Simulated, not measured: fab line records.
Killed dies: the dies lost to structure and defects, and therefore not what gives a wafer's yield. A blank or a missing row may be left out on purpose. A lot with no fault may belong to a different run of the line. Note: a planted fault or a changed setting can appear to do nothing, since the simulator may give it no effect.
Matching of chambers    flow gf180mcu    GF_POLY_GATE_ETCH_13 on rieSi-01: 4 sister chambers
The step etches poly-Si in HBr/Cl2, stops on SiO2, target depth 198.5 nm, time 69.6 s. 8 wafers are shown with their chamber, then 8 later ones without.

## WAFERS WITH THEIR CHAMBER
wafer   chamber  drypumpMotorCurrentA (A)  runLengthS (s)
L697.3  0        6.4                       98.6
L707.6  3        6.0                       98.1
L708.5  0        6.4                       98.5
L708.6  1        5.2                       98.0
L709.2  3        5.9                       97.9
L709.4  2        5.3                       97.6
L709.5  2        5.3                       98.2
L710.2  1        5.2                       98.3

## WAFERS WHOSE CHAMBER IS MISSING
wafer   drypumpMotorCurrentA (A)  runLengthS (s)
L710.4  5.3                       98.1
L710.5  5.2                       98.2
L715.1  6.0                       98.0
L715.2  5.3                       98.0
L715.6  5.2                       98.6
L717.1  5.3                       98.0
L717.2  5.2                       98.4
L717.3  5.9                       98.0

## WHICH CHAMBER EACH ONE RAN IN
wafer   from the rows above  in truth
L710.4  2                    2
L710.5  1                    1
L715.1  3                    3
L715.2  2                    2
L715.6  1                    1
L717.1  2                    2
L717.2  1                    1
L717.3  3                    3
Correctly placed: 8 of 8. From these rows, 0 cannot be placed. Placed wrongly: 0.
How it was worked out, from the rows above alone: a wafer's distance from a chamber is the root of the sum, over the readings, of the square of ((its reading less the chamber's mean) divided by the reading's scatter). If the next closest chamber is less than 2 further off than the closest, the wafer can't be placed; otherwise it belongs to the closest. For every chamber, the mean is computed from those of its wafers that are shown. The scatter: the root of (the sum of the squares of (reading less its chamber's mean) over the shown wafers, divided by (wafers less chambers)).
